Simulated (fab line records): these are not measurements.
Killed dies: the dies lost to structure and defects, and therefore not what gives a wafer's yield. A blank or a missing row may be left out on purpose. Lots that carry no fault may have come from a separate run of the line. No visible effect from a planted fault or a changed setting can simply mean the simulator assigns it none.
fab line records + flow sky130
record
- lots=11
- wafers=33
- last_day=50
route steps=708 shown CONTACT@424 METAL1@450 PAD_OPEN@708
lots with no fault: from the same line, run without faults
start_h: start of the lot's first displayed wafer, in hours after the record's first day + wait_h: hours since the lot's step before + " identical to the entry in the row above + L1.1+2: a single row standing in for several wafers + - no value present, or no start provided + * or withheld: withheld + < > ~ a bound
route shown NAME@n: NAME is a module with steps in the file, n the number in the route of the first one + usual: average and standard deviation across the fault-free wafers + same: alike in all rows + chamber/n: place in a boat + sites: readings site by site + _std_site: the standard deviation of these + _edge_site: the outer-site mean with the inner-site mean subtracted + radius_mm: for every site, how far away it sits from the centre of the wafer + mask NAME#n: copy n + behind: the tool/chamber that last shaped the wafer + hold: why the lot went on hold/how many hours it stayed there/how the hold came to an end + device: names the non-switching transistor (n, p or np) + end of line: tests run on the same wafers once the route is complete + for a step that has no rows: nothing shown but its recipe + killed: count of dies lost to structure and defects at first sort (not the wafer's yield) + map: the dies of a wafer, with x for killed, . for not killed, _ for no die there
set.NAME: the setting the step ran with; set.NAME@STEP: the setting that earlier step ran with + model.NAME: the simulator's own value behind a step, which no gauge read
steps of the route over a sample of lots; a table a step, a row a wafer
services: from which hour (start_h, from the record's first day; less than 0 if before it) a tool's chamber was out of use, for how many hours, and why
## steps
# step SKY_CONTACT_ETCH_18
# recipe
- target=Si3N4
- chemistry=CHF3/O2
- stop_on=TiN
- source_w=600
- bias_w=200
- pressure_mtorr=40
- chf3_flow_sccm=50
- O2_flow_sccm=5
- time_s=39
- target_depth_a=750
# usual
- O2_flow_sccm=4.999/0.015
- bias_w=200.0/0.63
- drypump_motor_current_A=5.6/0.37
- oes_product_au=0.855/0.0076
- throttle_valve_pct=8.793/0.0083
| lot.wafer | tool        | chamber | start_h | wait_h | O2_flow_sccm | bias_w | drypump_motor_current_A | oes_product_au | rf_hours_counter_h | throttle_valve_pct |
|-----------|-------------|---------|---------|--------|--------------|--------|-------------------------|----------------|--------------------|--------------------|
| L975.1    | rie_diel-02 | 1       | 744     | -      | 4.988        | 199.3  | 6.4                     | 0.862          | 9                  | 8.794              |
| L975.2    | "           | 0       | "       | "      | 4.973        | 199.8  | 5.5                     | 0.853          | 9                  | 8.787              |
| L975.5    | "           | 2       | "       | "      | 5.012        | 200.4  | 4.9                     | 0.853          | -                  | 8.800              |
| L976.2    | rie_diel-01 | 1       | 746     | -      | 4.983        | 198.8  | 5.4                     | 0.850          | 13                 | 8.798              |
| L976.3    | "           | 3       | "       | "      | 5.028        | 199.6  | 5.8                     | 0.858          | 2                  | 8.796              |
| L976.4    | "           | 0       | "       | "      | 4.993        | 200.6  | 5.6                     | 0.851          | 1                  | 8.793              |
| L978.4    | rie_diel-02 | 2       | 770     | -      | 5.011        | 200.3  | 4.9                     | 0.872          | 4                  | 8.794              |
| L978.5    | "           | 1       | "       | "      | 4.995        | 200.3  | 6.4                     | 0.866          | -                  | 8.797              |
| L978.6    | "           | 0       | "       | "      | 4.988        | 199.2  | 5.5                     | 0.864          | -                  | 8.799              |
| L979.1    | rie_diel-01 | 1       | 781     | -      | 5.004        | 200.7  | 5.4                     | 0.855          | 14                 | 8.799              |
| L979.4    | "           | 3       | "       | "      | 4.987        | 198.7  | 5.8                     | 0.862          | 3                  | 8.790              |
| L979.5    | "           | 1       | "       | "      | 5.016        | 199.5  | 5.4                     | 0.858          | -                  | 8.805              |
| L980.3    | rie_diel-01 | 0       | 784     | -      | 5.003        | 199.7  | 5.6                     | 0.865          | 2                  | 8.798              |
| L980.4    | "           | 3       | "       | "      | 5.008        | 199.4  | 5.8                     | 0.857          | -                  | 8.782              |
| L980.5    | "           | 0       | "       | "      | 4.997        | 199.4  | 5.6                     | 0.864          | -                  | 8.788              |
| L981.1    | rie_diel-04 | 2       | 787     | -      | -            | -      | -                       | -              | -                  | -                  |
| L981.2    | "           | 3       | "       | "      | -            | -      | -                       | -              | -                  | -                  |
| L981.5    | "           | 1       | "       | "      | -            | -      | -                       | -              | -                  | -                  |
| L982.1    | rie_diel-02 | 2       | 798     | -      | -            | -      | -                       | -              | -                  | -                  |
| L982.2    | "           | 3       | "       | "      | -            | -      | -                       | -              | -                  | -                  |
| L982.6    | "           | 1       | "       | "      | -            | -      | -                       | -              | -                  | -                  |
| L991.1    | rie_diel-04 | 2       | 876     | -      | 5.028        | 200.5  | 5.4                     | 0.858          | 15                 | 8.800              |
| L991.2    | "           | 1       | "       | "      | 5.002        | 199.9  | 5.1                     | 0.847          | 24                 | 8.789              |
| L991.4    | "           | 0       | "       | "      | 5.019        | 199.9  | 5.2                     | 0.858          | 3                  | 8.783              |
| L993.2    | rie_diel-04 | 1       | 878     | -      | 5.040        | 201.3  | 5.1                     | 0.864          | 24                 | 8.784              |
| L993.4    | "           | 3       | "       | "      | 5.004        | 199.6  | 5.3                     | 0.861          | 8                  | 8.791              |
| L993.5    | "           | 3       | "       | "      | 4.990        | 200.0  | 5.3                     | 0.861          | -                  | 8.805              |
| L992.2    | rie_diel-02 | 3       | 879     | -      | 4.999        | 200.2  | 5.7                     | 0.843          | 14                 | 8.783              |
| L992.3    | "           | 0       | "       | "      | 4.981        | 200.1  | 5.5                     | 0.861          | 13                 | 8.789              |
| L992.4    | "           | 2       | "       | "      | 4.975        | 199.6  | 4.9                     | 0.862          | 7                  | 8.794              |
| L997.3    | rie_diel-04 | 3       | 906     | -      | 4.971        | 198.8  | 5.3                     | 0.846          | 9                  | 8.793              |
| L997.4    | "           | 2       | "       | "      | 4.984        | 200.1  | 5.4                     | 0.854          | 16                 | 8.786              |
| L997.5    | "           | 1       | "       | "      | 4.984        | 199.6  | 5.1                     | 0.846          | -                  | 8.796              |
# step SKY_CONTACT_STRIP_19
# recipe
- chemistry=O2/N2
- power_w=1400
- pressure_mtorr=1500
- platen_temp_c=withheld
- o2_flow_sccm=3000
- n2_flow_sccm=300
- overash_fraction=0.5
# usual
- drypump_motor_current_A=6.12/0.17
- oes_product_au=0.380/0.005
- strip_time_to_endpoint_s=3.619/0.028
| lot.wafer | tool            | chamber | start_h | wait_h | drypump_motor_current_A | oes_product_au | rf_hours_counter_h | strip_time_to_endpoint_s |
|-----------|-----------------|---------|---------|--------|-------------------------|----------------|--------------------|--------------------------|
| L975.1    | plasma_asher-03 | 0       | 745.02  | -      | 6.47                    | 0.378          | 91                 | 3.596                    |
| L975.2    | "               | 1       | "       | "      | 6.08                    | 0.383          | 91                 | 3.611                    |
| L975.5    | "               | 0       | "       | "      | 6.46                    | 0.370          | -                  | 3.618                    |
| L976.2    | plasma_asher-02 | 0       | 746.06  | -      | 5.95                    | 0.394          | 59                 | 3.627                    |
| L976.3    | "               | 1       | "       | "      | 6.14                    | 0.378          | -                  | 3.594                    |
| L976.4    | "               | 0       | "       | "      | 5.97                    | 0.378          | -                  | 3.605                    |
| L978.4    | plasma_asher-02 | 1       | 770.47  | -      | 6.18                    | 0.384          | -                  | 3.646                    |
| L978.5    | "               | 0       | "       | "      | 5.99                    | 0.384          | -                  | 3.606                    |
| L978.6    | "               | 1       | "       | "      | 6.16                    | 0.387          | -                  | 3.618                    |
| L979.1    | plasma_asher-03 | 1       | 781.84  | -      | 6.09                    | 0.376          | 95                 | 3.662                    |
| L979.4    | "               | 1       | "       | "      | 6.09                    | 0.376          | -                  | 3.638                    |
| L979.5    | "               | 1       | "       | "      | 6.08                    | 0.378          | -                  | 3.654                    |
| L980.3    | plasma_asher-02 | 0       | 784.19  | -      | 5.98                    | 0.380          | -                  | 3.642                    |
| L980.4    | "               | 1       | "       | "      | 6.16                    | 0.384          | -                  | 3.649                    |
| L980.5    | "               | 1       | "       | "      | 6.16                    | 0.380          | -                  | 3.673                    |
| L981.1    | plasma_asher-04 | 1       | 787.66  | -      | 6.31                    | 0.421          | 35                 | 4.475                    |
| L981.2    | "               | 0       | "       | "      | 5.89                    | 0.414          | 35                 | 4.455                    |
| L981.5    | "               | 0       | "       | "      | 5.90                    | 0.423          | -                  | 4.463                    |
| L982.1    | plasma_asher-02 | 1       | 798.31  | -      | 6.17                    | 0.420          | 64                 | 4.511                    |
| L982.2    | "               | 0       | "       | "      | 5.98                    | 0.419          | 64                 | 4.502                    |
| L982.6    | "               | 1       | "       | "      | 6.17                    | 0.411          | -                  | 4.490                    |
| L991.1    | plasma_asher-03 | 0       | 876.89  | -      | 6.48                    | 0.377          | 101                | 3.640                    |
| L991.2    | "               | 1       | "       | "      | 6.10                    | 0.386          | 101                | 3.583                    |
| L991.4    | "               | 1       | "       | "      | 6.09                    | 0.371          | -                  | 3.604                    |
| L993.2    | plasma_asher-02 | 1       | 878.14  | -      | 6.11                    | 0.380          | 73                 | 3.593                    |
| L993.4    | "               | 1       | "       | "      | 6.13                    | 0.383          | -                  | 3.601                    |
| L993.5    | "               | 1       | "       | "      | 6.12                    | 0.374          | -                  | 3.601                    |
| L992.2    | plasma_asher-04 | 1       | 879.09  | -      | 6.35                    | 0.382          | 45                 | 3.582                    |
| L992.3    | "               | 1       | "       | "      | 6.31                    | 0.388          | -                  | 3.610                    |
| L992.4    | "               | 0       | "       | "      | 5.89                    | 0.376          | -                  | 3.602                    |
| L997.3    | plasma_asher-03 | 1       | 906.87  | -      | 6.08                    | 0.386          | -                  | 3.634                    |
| L997.4    | "               | 0       | "       | "      | 6.44                    | 0.380          | -                  | 3.680                    |
| L997.5    | "               | 0       | "       | "      | 6.45                    | 0.384          | -                  | 3.620                    |
# step SKY_CONTACT_CVD_24
# recipe
- material=W
- target_thk_nm=340
- time_s=102.12
- temp_c=400
- pressure_torr=40
# usual
- heater_power_w=883/130
| lot.wafer | tool     | chamber | start_h | wait_h | heater_power_w |
|-----------|----------|---------|---------|--------|----------------|
| L975.1    | cvd_w-02 | 1       | 745.74  | 0.0    | 706            |
| L975.2    | "        | 0       | "       | "      | 788            |
| L975.5    | "        | 1       | "       | "      | 721            |
| L976.2    | cvd_w-01 | 1       | 746.72  | 0.0    | 1001           |
| L976.3    | "        | 0       | "       | "      | 1015           |
| L976.4    | "        | 1       | "       | "      | 999            |
| L978.4    | cvd_w-02 | 1       | 771.13  | 0.0    | 730            |
| L978.5    | "        | 0       | "       | "      | 819            |
| L978.6    | "        | 1       | "       | "      | 706            |
| L979.1    | cvd_w-02 | 1       | 782.49  | 0.0    | 713            |
| L979.4    | "        | 1       | "       | "      | 714            |
| L979.5    | "        | 1       | "       | "      | 730            |
| L980.3    | cvd_w-01 | 0       | 784.85  | 0.1    | 1029           |
| L980.4    | "        | 1       | "       | "      | 1010           |
| L980.5    | "        | 0       | "       | "      | 1005           |
| L981.1    | cvd_w-02 | 1       | 788.31  | 0.0    | 707            |
| L981.2    | "        | 0       | "       | "      | 811            |
| L981.5    | "        | 0       | "       | "      | 812            |
| L982.1    | cvd_w-01 | 1       | 798.96  | 0.0    | 1012           |
| L982.2    | "        | 0       | "       | "      | 994            |
| L982.6    | "        | 1       | "       | "      | 1032           |
| L991.1    | cvd_w-02 | 1       | 877.55  | 0.0    | 721            |
| L991.2    | "        | 0       | "       | "      | 828            |
| L991.4    | "        | 0       | "       | "      | 839            |
| L993.2    | cvd_w-02 | 0       | 878.80  | 0.0    | 820            |
| L993.4    | "        | 1       | "       | "      | 729            |
| L993.5    | "        | 0       | "       | "      | 838            |
| L992.2    | cvd_w-01 | 1       | 879.75  | 0.0    | 1011           |
| L992.3    | "        | 0       | "       | "      | 1015           |
| L992.4    | "        | 1       | "       | "      | 1010           |
| L997.3    | cvd_w-01 | 0       | 907.53  | 0.1    | 1007           |
| L997.4    | "        | 1       | "       | "      | 1048           |
| L997.5    | "        | 1       | "       | "      | 1013           |
# step SKY_METAL1_OVL_MEAS_16
# usual
- METAL1_OVL=-1/4.3
| lot.wafer | tool       | chamber | start_h | wait_h | METAL1_OVL[nm] |
|-----------|------------|---------|---------|--------|----------------|
| L975.1    | overlay-01 | -       | 774.15  | 0.1    | 5              |
| L975.2    | "          | -       | "       | "      | 1              |
| L975.5    | "          | -       | "       | "      | -2             |
| L976.2    | overlay-01 | -       | 774.57  | 0.1    | 3              |
| L976.3    | "          | -       | "       | "      | -1             |
| L976.4    | "          | -       | "       | "      | -1             |
| L978.4    | overlay-02 | -       | 798.62  | 0.1    | 5              |
| L978.5    | "          | -       | "       | "      | 8              |
| L978.6    | "          | -       | "       | "      | 6              |
| L979.1    | overlay-02 | -       | 809.02  | 0.1    | -2             |
| L979.4    | "          | -       | "       | "      | 4              |
| L979.5    | "          | -       | "       | "      | 3              |
| L980.3    | overlay-01 | -       | 812.58  | 0.1    | 5              |
| L980.4    | "          | -       | "       | "      | 1              |
| L980.5    | "          | -       | "       | "      | 8              |
| L991.1    | overlay-02 | -       | 903.87  | 0.1    | 2              |
| L991.2    | "          | -       | "       | "      | -6             |
| L991.4    | "          | -       | "       | "      | -6             |
| L993.2    | overlay-02 | -       | 904.77  | 0.1    | 0              |
| L993.4    | "          | -       | "       | "      | -4             |
| L993.5    | "          | -       | "       | "      | -10            |
| L992.2    | overlay-01 | -       | 905.66  | 0.1    | -3             |
| L992.3    | "          | -       | "       | "      | -6             |
| L992.4    | "          | -       | "       | "      | 1              |
| L997.3    | overlay-02 | -       | 933.11  | 0.1    | -3             |
| L997.4    | "          | -       | "       | "      | 1              |
| L997.5    | "          | -       | "       | "      | 5              |
# step SKY_METAL1_METAL_ETCH_19
# recipe
- target_depth_a=3600
- stop_on=SiO2
- over_etch_frac=0.3
- time_s=78
- chemistry=Cl2/BCl3
- resist_sidewall_deg=88
- pressure_mtorr=10
- icp_w=900
- bias_w=48.5
- Cl2_flow_sccm=60
- bcl3_flow_sccm=30
# usual
- bcl3_flow_sccm=30.00/0.09
- bias_w=48.53/0.14
- drypump_motor_current_A=5.52/0.23
- oes_product_au=0.855/0.0057
- throttle_valve_pct=22.265/0.0095
| lot.wafer | tool         | chamber | start_h | wait_h | bcl3_flow_sccm | bias_w | drypump_motor_current_A | oes_product_au | rf_hours_counter_h | throttle_valve_pct |
|-----------|--------------|---------|---------|--------|----------------|--------|-------------------------|----------------|--------------------|--------------------|
| L975.1    | rie_metal-02 | 1       | 774.28  | 0.0    | 30.09          | 48.60  | 5.46                    | 0.861          | 14                 | 22.277             |
| L975.2    | "            | 0       | "       | "      | 30.09          | 48.28  | 5.14                    | 0.850          | 6                  | 22.262             |
| L975.5    | "            | 1       | "       | "      | 29.97          | 48.70  | 5.44                    | 0.869          | -                  | 22.253             |
| L976.2    | rie_metal-01 | 1       | 774.70  | 0.0    | 29.79          | 48.59  | 5.33                    | 0.860          | 5                  | 22.246             |
| L976.3    | "            | 0       | "       | "      | 29.98          | 48.36  | 5.76                    | 0.858          | -                  | 22.256             |
| L976.4    | "            | 1       | "       | "      | 29.91          | 48.55  | 5.34                    | 0.859          | -                  | 22.259             |
| L978.4    | rie_metal-03 | 1       | 798.76  | 0.1    | 29.96          | 48.43  | 5.80                    | 0.861          | -                  | 22.252             |
| L978.5    | "            | 0       | "       | "      | 29.95          | 48.37  | 5.62                    | 0.858          | -                  | 22.248             |
| L978.6    | "            | 1       | "       | "      | 30.07          | 48.45  | 5.76                    | 0.862          | -                  | 22.270             |
| L979.1    | rie_metal-02 | 0       | 809.15  | 0.0    | 30.07          | 48.71  | 5.12                    | 0.855          | 8                  | 22.279             |
| L979.4    | "            | 0       | "       | "      | 30.09          | 48.41  | 5.14                    | 0.852          | -                  | 22.266             |
| L979.5    | "            | 1       | "       | "      | 29.84          | 48.52  | 5.43                    | 0.846          | -                  | 22.255             |
| L980.3    | rie_metal-01 | 0       | 812.73  | 0.1    | 29.99          | 48.68  | 5.79                    | 0.860          | -                  | 22.256             |
| L980.4    | "            | 1       | "       | "      | 30.06          | 48.68  | 5.33                    | 0.846          | -                  | 22.283             |
| L980.5    | "            | 1       | "       | "      | 29.92          | 48.71  | 5.34                    | 0.857          | -                  | 22.266             |
| L991.1    | rie_metal-03 | 1       | 904.00  | 0.0    | 30.02          | 48.51  | 5.74                    | 0.845          | 8                  | 22.265             |
| L991.2    | "            | 0       | "       | "      | 30.01          | 48.57  | 5.63                    | 0.856          | 7                  | 22.252             |
| L991.4    | "            | 1       | "       | "      | 29.87          | 48.69  | 5.77                    | 0.852          | -                  | 22.275             |
| L993.2    | rie_metal-01 | 1       | 904.90  | 0.0    | 29.94          | 48.55  | 5.33                    | 0.854          | 10                 | 22.262             |
| L993.4    | "            | 1       | "       | "      | 29.97          | 48.59  | 5.33                    | 0.854          | -                  | 22.251             |
| L993.5    | "            | 1       | "       | "      | 29.98          | 48.58  | 5.31                    | 0.845          | -                  | 22.262             |
| L992.2    | rie_metal-03 | 0       | 905.78  | 0.0    | 29.98          | 48.35  | 5.63                    | 0.854          | 7                  | 22.257             |
| L992.3    | "            | 0       | "       | "      | 29.97          | 48.20  | 5.61                    | 0.858          | -                  | 22.266             |
| L992.4    | "            | 1       | "       | "      | 29.99          | 48.29  | 5.82                    | 0.860          | -                  | 22.274             |
| L997.3    | rie_metal-03 | 1       | 933.26  | 0.1    | 29.95          | 48.84  | 5.68                    | 0.848          | -                  | 22.253             |
| L997.4    | "            | 0       | "       | "      | 29.93          | 48.49  | 5.62                    | 0.856          | -                  | 22.293             |
| L997.5    | "            | 0       | "       | "      | 30.05          | 48.50  | 5.60                    | 0.858          | -                  | 22.271             |
# step SKY_PAD_OPEN_PROBE_99
# usual
- killed_at_M0_to_M3=45/7
- killed_at_M4_up=3.4/1.8
- killed_at_contacts=24/5.4
- killed_at_front_end=16/4.8
- killed_at_other=0.4/0.62
- killed_dies=89/10
- killed_on_rim=17/3.5
- killed_open=48/7.2
- killed_short=40/6.3
# same
- gross_dies=492
- killed_at_back_side=0
| lot.wafer | tool      | chamber | start_h | wait_h | killed_at_M0_to_M3 | killed_at_M4_up | killed_at_contacts | killed_at_front_end | killed_at_other | killed_dies | killed_on_rim | killed_open | killed_short |
|-----------|-----------|---------|---------|--------|--------------------|-----------------|--------------------|---------------------|-----------------|-------------|---------------|-------------|--------------|
| L981.1    | prober-01 | -       | 1114.06 | 0.1    | 54                 | 4               | 418                | 16                  | 0               | 492         | 96            | 51          | 42           |
| L981.2    | prober-01 | -       | 1114.11 | 0.1    | 56                 | 5               | 414                | 17                  | 0               | 492         | 96            | 51          | 46           |
| L981.5    | prober-01 | -       | 1114.26 | 0.2    | 54                 | 5               | 405                | 27                  | 1               | 492         | 96            | 64          | 49           |
| L982.1    | prober-02 | -       | 1122.82 | 0.1    | 45                 | 8               | 422                | 16                  | 1               | 492         | 96            | 45          | 52           |
| L982.2    | prober-02 | -       | 1122.87 | 0.1    | 35                 | 4               | 440                | 11                  | 2               | 492         | 96            | 44          | 32           |
| L982.6    | prober-02 | -       | 1123.07 | 0.2    | 31                 | 3               | 440                | 17                  | 1               | 492         | 96            | 48          | 35           |
# killed by level:class
L981.1 CONTACT:area_etch=398 VIA1:geometric_particle:open=12 VIA2:geometric_particle:open=11 CONTACT:geometric_particle:open=8 VIA3:geometric_particle:open=8 POLY_GATE:geometric_particle:short=5 METAL2:geometric_particle:short=5 SPACER:geometric_particle:short=4
L981.2 CONTACT:area_etch=395 METAL1:geometric_particle:short=15 VIA1:geometric_particle:open=11 CONTACT:geometric_particle:open=7 VIA2:geometric_particle:open=7 POLY_GATE:geometric_particle:open=6 VIA3:geometric_particle:open=6 CONTACT:geometric_particle:short=5
L981.5 CONTACT:area_etch=376 VIA1:geometric_particle:open=13 CONTACT:geometric_particle:open=10 VIA2:geometric_particle:open=10 POLY_GATE:geometric_particle:short=8 VIA3:geometric_particle:open=7 METAL2:geometric_particle:short=6 METAL1:geometric_particle:short=6
L982.1 CONTACT:area_etch=393 VIA1:geometric_particle:open=12 VIA3:geometric_particle:open=9 LOCAL_INTERCONNECT:geometric_particle:short=8 CONTACT:geometric_particle:short=6 METAL3:geometric_particle:short=6 METAL4:geometric_particle:short=6 FIELD_ISO:geometric_particle:open=5
L982.2 CONTACT:area_etch=414 CONTACT:geometric_particle:open=11 VIA1:geometric_particle:open=11 LI_CONTACT:geometric_particle:open=8 METAL1:geometric_particle:short=8 METAL2:geometric_particle:short=6 FIELD_ISO:geometric_particle:short=3 POLY_GATE:geometric_particle:short=3
L982.6 CONTACT:area_etch=408 CONTACT:geometric_particle:open=13 LOCAL_INTERCONNECT:geometric_particle:short=8 VIA1:geometric_particle:open=7 LI_CONTACT:geometric_particle:open=7 FIELD_ISO:geometric_particle:open=5 METAL1:geometric_particle:short=5 POLY_GATE:geometric_particle:short=4
## services
| tool            | chamber | start_h | hours | kind   |
|-----------------|---------|---------|-------|--------|
| rie_diel-01     | 2       | 723.79  | 4.3   | repair |
| rie_diel-02     | 2       | 759.69  | 8.5   | repair |
| rie_diel-04     | 1       | 774.78  | 1.4   | repair |
| rie_diel-01     | 1       | 783.22  | 52.3  | repair |
| rie_diel-02     | -       | 785.65  | 0.3   | repair |
| rie_diel-01     | -       | 788.40  | 1.1   | repair |
| plasma_asher-03 | -       | 788.57  | 1.2   | repair |
| rie_metal-03    | 0       | 794.16  | 1.3   | repair |
| rie_diel-02     | 3       | 803.67  | 1.5   | repair |
| plasma_asher-03 | -       | 805.26  | 26.3  | pm     |
| cvd_w-02        | -       | 808.26  | 2.1   | repair |
| rie_diel-02     | 1       | 811.93  | 5.0   | repair |
| rie_metal-01    | -       | 814.98  | 1.4   | pm     |
| rie_diel-01     | 3       | 822.50  | 3.9   | repair |
| rie_diel-04     | 3       | 842.89  | 2.9   | repair |
| cvd_w-01        | -       | 872.66  | 3.8   | pm     |
| rie_metal-01    | -       | 874.49  | 0.3   | repair |
| rie_diel-01     | 3       | 874.57  | 11.6  | repair |
| rie_diel-02     | -       | 887.63  | 0.6   | repair |
| cvd_w-01        | -       | 891.72  | 0.8   | repair |
| cvd_w-02        | -       | 904.00  | 14.0  | pm     |
| rie_diel-02     | 0       | 918.96  | 4.1   | repair |
| rie_diel-02     | 3       | 919.94  | 6.9   | repair |
| rie_diel-04     | -       | 924.84  | 0.1   | repair |
## key
first_sign
- step=SKY_CONTACT_ETCH_18
- reading=tool_record
- direction=missing
effect
- step=SKY_CONTACT_STRIP_19
- reading=strip_time_to_endpoint_s
- direction=up
- sigmas=31
- usual=*
- struck=*
effect
- step=SKY_PAD_OPEN_PROBE_99
- reading=killed_at_contacts
- direction=up
- sigmas=74
- usual=24
- struck=423
more_kills_born_at
- SKY_CONTACT_ETCH_18@rie_diel-02=1215
- SKY_CONTACT_ETCH_18@rie_diel-04=1169
met_at SKY_CONTACT_ETCH_18
struck_lots L981,L982
later_rows_left_out L981.1,L981.2,L981.5,L982.1,L982.2,L982.6
tester_left_out L981,L982
not_acting_at SKY_CONTACT_CVD_24,SKY_METAL1_OVL_MEAS_16,SKY_METAL1_METAL_ETCH_19
onset_between 770 787
fault
- kind=skipped_step_whole
- tool=rie_diel-02,rie_diel-04
- chamber=-
- onset_h=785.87
- steps=SKY_CONTACT_ETCH_18
- scope=struck_lots_only
# tester_left_out: of these lots the tester's yield and bins aren't shown, on N5 and GAA mostly nor the transistor test; their killed dies are dies lost to structure and defects alone, not to doping, threshold or leakage, so they don't give the yield
# later_rows_left_out: the simulator's readings of these wafers behind a module that went badly wrong aren't trusted and aren't shown, but for the sort
